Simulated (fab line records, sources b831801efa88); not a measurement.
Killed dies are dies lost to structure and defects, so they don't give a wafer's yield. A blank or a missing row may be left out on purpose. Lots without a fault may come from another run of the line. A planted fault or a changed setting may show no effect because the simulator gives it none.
fab line records | flow sky130
record lots=13 wafers=39 last_day=50
route steps=708 shown NWELL@81 SONOS_TUNNEL@161 SONOS_ONO@168
lots that met no fault: from a run of the same line without faults
start_h: hours from the record's first day to the start of the lot's first wafer shown | wait_h: hours since the lot's step before | " the same as in the row above | L1.1+2: a row that stands for several wafers | - no value, or no start given | * or withheld: withheld | < > ~ a bound
route shown NAME@n: a module of which the file shows steps, and the number in the route of the first | usual: mean/standard deviation of fault-free wafers | same: alike in all rows | chamber/n: place in a boat | sites: the reading at each site | _std_site: their standard deviation | _edge_site: outer sites' mean less inner sites' | radius_mm: how far each site lies from the wafer's centre | mask NAME#n: copy n | behind: the tool/chamber that last shaped the wafer | hold: why the lot was held/for how many hours/how that ended | device: the transistor (n, p or np) that didn't switch | end of line: the same wafers' tests at the end of the route | a step without rows: its recipe alone | killed: dies lost to structure and defects at the first sort, not the wafer's yield | map: a wafer's dies, x killed, . not, _ none there
set.NAME: the setting as run; set.NAME@STEP: as run at that earlier step | model.NAME: the simulator's own value behind a step, which no gauge read
steps of the route over a sample of lots; a table a step, a row a wafer
services: from which hour (start_h, from the record's first day; less than 0 if before it) a tool's chamber was out of use, for how many hours, and why
## steps
# step SKY_NWELL_RTA_28
# recipe temp_c=1050 time_s=30 idle_temp_c=650 ramp_up_c_per_s=150 ramp_down_c_per_s=90 ambient=N2
# usual lamp_power_pct=25.31/0.055 ramp_down_c_per_s=90.000/0.016 wafer_temp_C_max=1054.9/0.99
# columns lot.wafer tool chamber start_h wait_h lamp_power_pct ramp_down_c_per_s wafer_temp_C_max
L397.2 rtp_anneal-01 0 102.52 0.0 25.23 89.990 1055.5
L397.4 " 0 " " 25.28 89.982 1056.1
L397.5 " 0 " " 25.31 90.011 1054.0
L398.1 rtp_anneal-02 0 110.70 0.0 25.28 90.020 1055.3
L398.2 " 0 " " 25.40 90.012 1055.2
L398.3 " 0 " " 25.20 90.012 1055.4
L406.2 rtp_anneal-01 0 156.87 0.0 25.29 90.011 1054.2
L406.4 " 0 " " 25.33 89.999 1058.2
L406.6 " 0 " " 25.27 90.013 1055.4
L407.4 rtp_anneal-01 0 162.95 0.1 25.31 90.018 1054.8
L407.5 " 0 " " 25.34 90.013 1054.5
L407.6 " 0 " " 25.33 89.981 1053.6
L411.2 rtp_anneal-01 0 186.77 0.0 25.37 90.002 1055.3
L411.3 " 0 " " 25.36 89.979 1055.4
L411.5 " 0 " " 25.32 89.997 1055.9
L412.1 rtp_anneal-02 0 193.00 0.0 25.35 90.005 1054.7
L412.3 " 0 " " 25.31 89.991 1055.3
L412.6 " 0 " " 25.24 89.990 1053.8
L413.1 rtp_anneal-01 0 197.71 0.0 25.33 90.007 1055.5
L413.2 " 0 " " 25.37 89.989 1055.1
L413.5 " 0 " " 25.32 90.017 1054.1
L414.2 rtp_anneal-01 0 209.12 0.0 25.22 89.991 1054.1
L414.4 " 0 " " 25.42 90.003 1054.8
L414.5 " 0 " " 25.24 89.993 1054.2
L415.3 rtp_anneal-02 0 226.74 0.0 25.32 90.023 1054.7
L415.4 " 0 " " 25.29 90.007 1054.0
L415.5 " 0 " " 25.28 90.015 1054.3
L416.1 rtp_anneal-02 0 231.11 0.0 25.33 89.997 1055.0
L416.4 " 0 " " 25.31 89.981 1053.3
L416.5 " 0 " " 25.35 89.990 1057.7
L417.3 rtp_anneal-01 0 231.64 0.0 25.28 89.982 1052.9
L417.4 " 0 " " 25.26 90.015 1055.1
L417.6 " 0 " " 25.35 89.996 1054.1
L418.1 rtp_anneal-02 0 234.75 0.0 25.31 90.022 1054.6
L418.2 " 0 " " 25.29 90.005 1055.1
L418.3 " 0 " " 25.37 89.980 1054.6
L419.2 rtp_anneal-01 0 242.11 0.0 25.20 89.972 1055.2
L419.3 " 0 " " 25.31 89.999 1056.3
L419.4 " 0 " " 25.32 89.989 1054.1
# step SKY_SONOS_TUNNEL_CD_MEAS_07
# recipe target_cd_nm=410
# usual cd_nm=409.5/1.9
# columns lot.wafer tool chamber start_h wait_h cd_nm
L397.2 cd_sem-01 - 246.68 0.1 408.0
L397.4 " - " " 410.4
L397.5 " - " " 410.0
L398.1 cd_sem-02 - 259.05 0.1 411.0
L398.2 " - " " 410.3
L398.3 " - " " 409.4
L406.2 cd_sem-02 - 319.52 0.1 410.3
L406.4 " - " " 408.2
L406.6 " - " " 409.1
L407.4 cd_sem-01 - 326.76 0.1 405.1
L407.5 " - " " 406.7
L407.6 " - " " 408.8
L411.2 cd_sem-02 - 359.07 0.1 412.5
L411.3 " - " " 409.9
L411.5 " - " " 410.2
L412.1 cd_sem-02 - 366.06 0.1 408.9
L412.3 " - " " 410.8
L412.6 " - " " 412.2
L413.1 cd_sem-01 - 369.25 0.1 410.1
L413.2 " - " " 411.9
L413.5 " - " " 409.2
L414.2 cd_sem-01 - 385.57 0.1 411.0
L414.4 " - " " 409.4
L414.5 " - " " 411.6
L415.3 cd_sem-01 - 410.39 0.1 410.7
L415.4 " - " " 409.4
L415.5 " - " " 409.2
L416.1 cd_sem-02 - 414.21 0.1 410.7
L416.4 " - " " 411.1
L416.5 " - " " 410.3
L417.3 cd_sem-02 - 415.09 0.1 408.0
L417.4 " - " " 409.9
L417.6 " - " " 409.4
L418.1 cd_sem-01 - 420.50 0.1 409.9
L418.2 " - " " 408.0
L418.3 " - " " 407.0
L419.2 cd_sem-01 - 429.37 0.1 409.1
L419.3 " - " " 412.6
L419.4 " - " " 410.2
# step SKY_SONOS_ONO_OXIDATION_00
# recipe temp_c=800 ambient=O2 idle_temp_c=700 ramp_up_c_per_min=10 ramp_down_c_per_min=3 stabilise_s=600 purge_s=300 target_thk_a=26 ox_time_s=1249
# columns lot.wafer tool chamber start_h wait_h
L397.2+4+5 furnace-02 0 248.60 1.3
L398.1+2+3 furnace-01 0 259.69 0.0
L406.2+4+6 furnace-01 0 321.63 1.5
L407.4+5+6 furnace-01 0 329.38 2.0
L411.2+3+5 furnace-02 0 360.46 0.7
L412.1+3+6 furnace-02 0 367.17 0.4
L413.1+2+5 furnace-02 0 370.25 0.3
L414.2+4+5 furnace-02 0 388.21 1.8
L415.3+4+5 furnace-02 0 411.71 0.7
L416.1+4+5 furnace-02 0 414.85 0.0
L417.3+4+6 furnace-01 0 416.93 1.2
L418.1+2+3 furnace-01 0 422.93 1.8
L419.2+3+4 furnace-02 0 429.99 0.0
# step SKY_SONOS_ONO_THK_MEAS_01
# recipe reads=SiO2_of_SONOS_ONO_OXIDATION_00
# usual SONOS_ONO_OXIDATION_THK=2.59/0.059
# columns lot.wafer tool chamber start_h wait_h SONOS_ONO_OXIDATION_THK[nm]
L397.2 film_metro-03 - 249.96 0.0 2.59
L397.4 " - " " 2.58
L397.5 " - " " 2.61
L398.1 film_metro-04 - 261.04 0.0 2.56
L398.2 " - " " 2.46
L398.3 " - " " 2.54
L406.2 film_metro-03 - 322.99 0.0 2.21
L406.4 " - " " 2.17
L406.6 " - " " 2.18
L407.4 film_metro-03 - 330.75 0.0 2.07
L407.5 " - " " 2.09
L407.6 " - " " 2.06
L411.2 film_metro-02 - 361.82 0.0 2.62
L411.3 " - " " 2.60
L411.5 " - " " 2.66
L412.1 film_metro-03 - 368.52 0.0 2.61
L412.3 " - " " 2.62
L412.6 " - " " 2.52
L413.1 film_metro-04 - 371.59 0.0 2.57
L413.2 " - " " 2.58
L413.5 " - " " 2.56
L414.2 film_metro-04 - 389.56 0.0 2.62
L414.4 " - " " 2.66
L414.5 " - " " 2.62
L415.3 film_metro-02 - 413.08 0.0 2.65
L415.4 " - " " 2.68
L415.5 " - " " 2.60
L416.1 film_metro-03 - 416.20 0.0 2.54
L416.4 " - " " 2.61
L416.5 " - " " 2.58
L417.3 film_metro-04 - 418.30 0.0 2.66
L417.4 " - " " 2.64
L417.6 " - " " 2.65
L418.1 film_metro-03 - 424.27 0.0 2.59
L418.2 " - " " 2.60
L418.3 " - " " 2.60
L419.2 film_metro-03 - 431.35 0.0 2.56
L419.3 " - " " 2.49
L419.4 " - " " 2.46
# step SKY_SONOS_ONO_OVL_MEAS_14
# usual SONOS_ONO_OVL=-0.7/1.4
# columns lot.wafer tool chamber start_h wait_h SONOS_ONO_OVL[nm]
L397.2 overlay-02 - 277.38 0.1 -0.9
L397.4 " - " " -2.0
L397.5 " - " " -1.0
L398.1 overlay-01 - 287.98 0.1 0.6
L398.2 " - " " 1.7
L398.3 " - " " 0.7
L406.2 overlay-01 - 354.48 0.1 0.8
L406.4 " - " " 0.6
L406.6 " - " " -0.2
L407.4 overlay-02 - 386.94 0.1 0.6
L407.5 " - " " -2.4
L407.6 " - " " -2.4
L411.2 overlay-01 - 394.05 0.1 -1.3
L411.3 " - " " -0.6
L411.5 " - " " -1.0
L412.1 overlay-02 - 399.67 0.1 -2.0
L412.3 " - " " -2.2
L412.6 " - " " -2.5
L413.1 overlay-02 - 402.52 0.1 -0.8
L413.2 " - " " -2.3
L413.5 " - " " -1.4
L414.2 overlay-02 - 424.93 0.1 1.1
L414.4 " - " " -0.4
L414.5 " - " " 0.3
L415.3 overlay-02 - 447.89 0.1 -1.9
L415.4 " - " " -3.0
L415.5 " - " " -0.5
L416.1 overlay-01 - 450.43 0.1 1.2
L416.4 " - " " -0.2
L416.5 " - " " 0.2
L417.3 overlay-02 - 452.04 0.1 -1.1
L417.4 " - " " -1.4
L417.6 " - " " -2.4
L418.1 overlay-01 - 458.77 0.1 -0.7
L418.2 " - " " -0.5
L418.3 " - " " -1.8
L419.2 overlay-01 - 466.38 0.1 0.5
L419.3 " - " " 0.5
L419.4 " - " " 1.7
## services
# columns tool chamber start_h hours kind
furnace-02 - 152.16 3.8 pm
furnace-01 - 170.66 4.4 repair
furnace-01 - 234.15 4.4 pm
furnace-02 - 335.85 4.4 pm
furnace-01 - 402.94 3.5 pm
## key
first_sign step=SKY_SONOS_ONO_THK_MEAS_01 reading=SONOS_ONO_OXIDATION_THK direction=down sigmas=7.8 usual=2.59 struck=2.13
effect none on later readings
met_at SKY_SONOS_ONO_OXIDATION_00
struck_lots L406,L407
tester_left_out L406,L407
not_acting_at SKY_NWELL_RTA_28,SKY_SONOS_TUNNEL_CD_MEAS_07,SKY_SONOS_ONO_OVL_MEAS_14
onset_between 259.69 321.63
fault kind=process_parameter_drift tool=furnace-01 chamber=- onset_h=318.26 steps=SKY_SONOS_ONO_OXIDATION_00 channel=ox_time_s offset=* shape=step end_h=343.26 acts_in=* stated=*
# tester_left_out: of these lots the tester's yield and bins aren't shown, on N5 and GAA mostly nor the transistor test; their killed dies are dies lost to structure and defects alone, not to doping, threshold or leakage, so they don't give the yield
